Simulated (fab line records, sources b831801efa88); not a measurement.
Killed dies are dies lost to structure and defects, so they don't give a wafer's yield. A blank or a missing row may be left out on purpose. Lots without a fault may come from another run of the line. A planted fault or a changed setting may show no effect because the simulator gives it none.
Chamber matching | flow sky130 | SKY_FIELD_ISO_CMP_27 on cmp-01: 4 sister chambers
The step polishes, stops on Si3N4, t overpolish 16 s, target thk 457.8 nm. 8 wafers are shown with their chamber, then 7 later ones without.

WAFERS WITH THEIR CHAMBER
wafer  | chamber | time_to_endpoint_s (s) | motor_current_A (A)
L695.3 | 2       | 107                    | 9.8
L696.2 | 1       | 105                    | 12.0
L698.4 | 1       | 105                    | 11.3
L705.4 | 0       | 104                    | 13.4
L705.5 | 0       | 105                    | 12.9
L705.6 | 3       | 111                    | 13.0
L713.1 | 2       | 106                    | 9.3
L713.4 | 3       | 114                    | 12.6

WAFERS WITHOUT THEIR CHAMBER
wafer  | time_to_endpoint_s (s) | motor_current_A (A)
L713.5 | 103                    | 9.7
L714.3 | 110                    | 12.4
L714.5 | 114                    | 9.7
L714.6 | 112                    | 11.8
L717.1 | 107                    | 11.9
L717.2 | 110                    | 9.9
L717.3 | 112                    | 12.5

WHICH CHAMBER EACH WENT THROUGH
wafer  | from the rows above     | in truth
L713.5 | 2                       | 2
L714.3 | 3                       | 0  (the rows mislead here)
L714.5 | can't be placed: 2 or 3 | 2
L714.6 | 3                       | 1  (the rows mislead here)
L717.1 | 1                       | 1
L717.2 | 2                       | 2
L717.3 | 3                       | 3
Placed correctly: 4 of 7. Can't be placed from these rows: 1 (the true chamber is among the candidates in 1). Placed wrongly: 2.
How it was worked out, from the rows above alone: a wafer's distance from a chamber is the root of the sum, over the readings, of the square of ((its reading less the chamber's mean) divided by the reading's scatter). The wafer belongs to the nearest chamber; if the next one is less than 2 further off, it can't be placed. A chamber's mean is the mean of its shown wafers. The scatter: the root of (the sum of the squares of (reading less its chamber's mean) over the shown wafers, divided by (wafers less chambers)).
